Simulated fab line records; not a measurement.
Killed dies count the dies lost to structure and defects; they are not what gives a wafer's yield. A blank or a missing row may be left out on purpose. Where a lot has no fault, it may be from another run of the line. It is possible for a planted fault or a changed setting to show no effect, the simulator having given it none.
Shared-tool check ; flow gf180mcu ; Lots sampled 12, wafers sampled 36

WHY IT WAS OPENED
GF_PSD_RS_MEAS_14, reading NSD_RS: flagged on 2 of 12 lots. Wafers without a fault read 46.15 ohm/sq, standard deviation 0.08.
Rule: flag the lot when none of its wafers has a number, or when each of its wafers that has one lies beyond 4 standard deviations from that mean. The rest of the lots are taken to be sound.

lot;measured;on;NSD_RS (ohm/sq), wafer by wafer;flag
L111;day 15 03:38;filmMetro-03;46.08 46.21 46.04;
L114;day 16 00:31;filmMetro-04;46.17 46.03 46.03;
L115;day 16 11:31;filmMetro-03;46.24 46.22 46.06;
L116;day 17 00:37;filmMetro-03;46.18 46.09 46.18;
L117;day 17 07:31;filmMetro-02;46.07 46.23 46.26;
L125;day 20 02:15;filmMetro-03;46.12 46.07 46.06;
L126;day 20 09:14;filmMetro-02;49.51 49.48 49.39;FLAGGED
L127;day 20 18:32;filmMetro-03;49.56 49.51 49.64;FLAGGED
L128;day 21 02:47;filmMetro-04;46.05 46.09 46.12;
L129;day 21 09:05;filmMetro-03;46.20 46.16 46.22;
L131;day 22 03:50;filmMetro-03;46.24 46.21 46.31;
L132;day 22 11:18;filmMetro-02;46.30 46.28 46.11;
On average the flagged lots' numbers are 49.52 ohm/sq, which is +3.37 ohm/sq against the usual, or +42 standard deviations.

WHICH TOOL RAN EACH LOT
The record holds 2 process steps before the reading, out of a route of 602 steps. In each cell: the tool, then ch and the chambers that the sampled wafers went through, then the start.
lot;flag;GF_NSD_IMPLANT_10;GF_NSD_STRIP_11
L111;;implanter-02 ch 0, day 14 05:32;plasmaAsher-01 ch 0,1, day 14 05:41
L114;;implanter-01 ch 0, day 15 01:35;plasmaAsher-03 ch 0,1, day 15 01:43
L115;;implanter-01 ch 0, day 15 12:37;plasmaAsher-04 ch 0,1, day 15 12:45
L116;;implanter-02 ch 0, day 16 00:47;plasmaAsher-04 ch 0,1, day 16 00:56
L117;;implanter-01 ch 0, day 16 08:14;plasmaAsher-01 ch 0,1, day 16 08:23
L125;;implanter-01 ch 0, day 19 00:57;plasmaAsher-04 ch 0, day 19 01:04
L126;FLAGGED;implanter-02 ch 0, day 19 08:05;plasmaAsher-03 ch 0,1, day 19 08:14
L127;FLAGGED;implanter-02 ch 0, day 19 17:07;plasmaAsher-04 ch 0,1, day 19 17:16
L128;;implanter-04 ch 0, day 20 01:38;plasmaAsher-03 ch 0,1, day 20 01:47
L129;;implanter-01 ch 0, day 20 08:41;plasmaAsher-03 ch 0,1, day 20 08:50
L131;;implanter-01 ch 0, day 21 03:42;plasmaAsher-04 ch 0,1, day 21 03:49
L132;;implanter-01 ch 0, day 21 10:58;plasmaAsher-04 ch 1, day 21 11:05
These steps, and what they do:
- GF_NSD_IMPLANT_10
- GF_NSD_STRIP_11: strips in O2/N2.
- GF_PSD_RS_MEAS_14: measures by four-point-probe.

FLAGGED AGAINST TOTAL, ONE TOOL AT A TIME (gauges that did the reading follow at the end)
step;tool;lots run;flagged;share of the flagged lots;sound lots run after its first flagged lot
GF_NSD_IMPLANT_10;implanter-01;7;0;none;-
GF_NSD_IMPLANT_10;implanter-02;4;2;all;0
GF_NSD_IMPLANT_10;implanter-04;1;0;none;-
GF_NSD_STRIP_11;plasmaAsher-01;2;0;none;-
GF_NSD_STRIP_11;plasmaAsher-03;4;1;some;2 (L128,L129)
GF_NSD_STRIP_11;plasmaAsher-04;6;1;some;2 (L131,L132)
GF_PSD_RS_MEAS_14;filmMetro-02;3;1;some;1 (L132)
GF_PSD_RS_MEAS_14;filmMetro-03;7;1;some;2 (L129,L131)
GF_PSD_RS_MEAS_14;filmMetro-04;2;0;none;-

WHAT THE TABLE ALLOWS
In the table, 1 row covers all flagged lots: implanter-02 at GF_NSD_IMPLANT_10.
- implanter-02 at GF_NSD_IMPLANT_10: 2 of its 4 lots flagged. Its last sound lot is L116 (day 16 00:47), its first flagged lot L126 (day 19 08:05): a fault that began between those two fits. Its own readings lie more than 4 standard deviations out on every wafer of the flagged lots: doseIonsCm2, faradayCurrentUA.
What remains is a single tool, implanter-02 at GF_NSD_IMPLANT_10.

WHAT THE SIMULATOR HAD PUT IN
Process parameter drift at GF_NSD_IMPLANT_10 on implanter-02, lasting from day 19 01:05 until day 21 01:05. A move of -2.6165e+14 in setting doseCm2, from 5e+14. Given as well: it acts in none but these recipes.
Shown lots that were struck: L126, L127. This agrees with what the rule above found.
